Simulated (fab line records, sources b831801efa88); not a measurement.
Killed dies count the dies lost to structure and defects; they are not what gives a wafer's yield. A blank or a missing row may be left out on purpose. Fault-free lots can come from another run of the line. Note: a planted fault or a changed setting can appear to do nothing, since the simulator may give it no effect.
Matching of chambers + flow gf180mcu + 4 sister chambers for GF_V1_ETCH_16 on rie-diel-01
The step etches BARC in N2/H2. 4 wafers are shown with their chamber, then 7 later ones without.

WAFERS WITH THEIR CHAMBER
| wafer  | chamber | drypump-motor-current-A (A) |
|--------|---------|-----------------------------|
| L090.5 | 3       | 5.4                         |
| L090.6 | 0       | 5.7                         |
| L091.2 | 2       | 5.1                         |
| L091.3 | 1       | 6.1                         |

WAFERS WITH NO CHAMBER GIVEN
| wafer  | drypump-motor-current-A (A) |
|--------|-----------------------------|
| L091.6 | 5.4                         |
| L093.1 | 5.8                         |
| L093.5 | 5.8                         |
| L093.6 | 6.1                         |
| L096.1 | 5.8                         |
| L096.3 | 5.4                         |
| L096.5 | 6.1                         |

WHICH CHAMBER EACH WENT THROUGH
| wafer  | from the rows above | in truth |
|--------|---------------------|----------|
| L091.6 | 3                   | 3        |
| L093.1 | 0                   | 0        |
| L093.5 | 0                   | 0        |
| L093.6 | 1                   | 1        |
| L096.1 | 0                   | 0        |
| L096.3 | 3                   | 3        |
| L096.5 | 1                   | 1        |
Correctly placed: 7 of 7. Can't be placed from these rows: 0. 0 placed wrongly.
How it was worked out, from the rows above alone: a wafer's distance from a chamber is the root of the sum, over the readings, of the square of ((its reading less the chamber's mean) divided by the reading's scatter). If the next closest chamber is less than 2 further off than the closest, the wafer can't be placed; otherwise it belongs to the closest. The mean given for a chamber averages the wafers shown for that chamber. The scatter: with one shown wafer a chamber, the root of the mean of the squares of how far each hidden wafer lies from its nearest shown one.
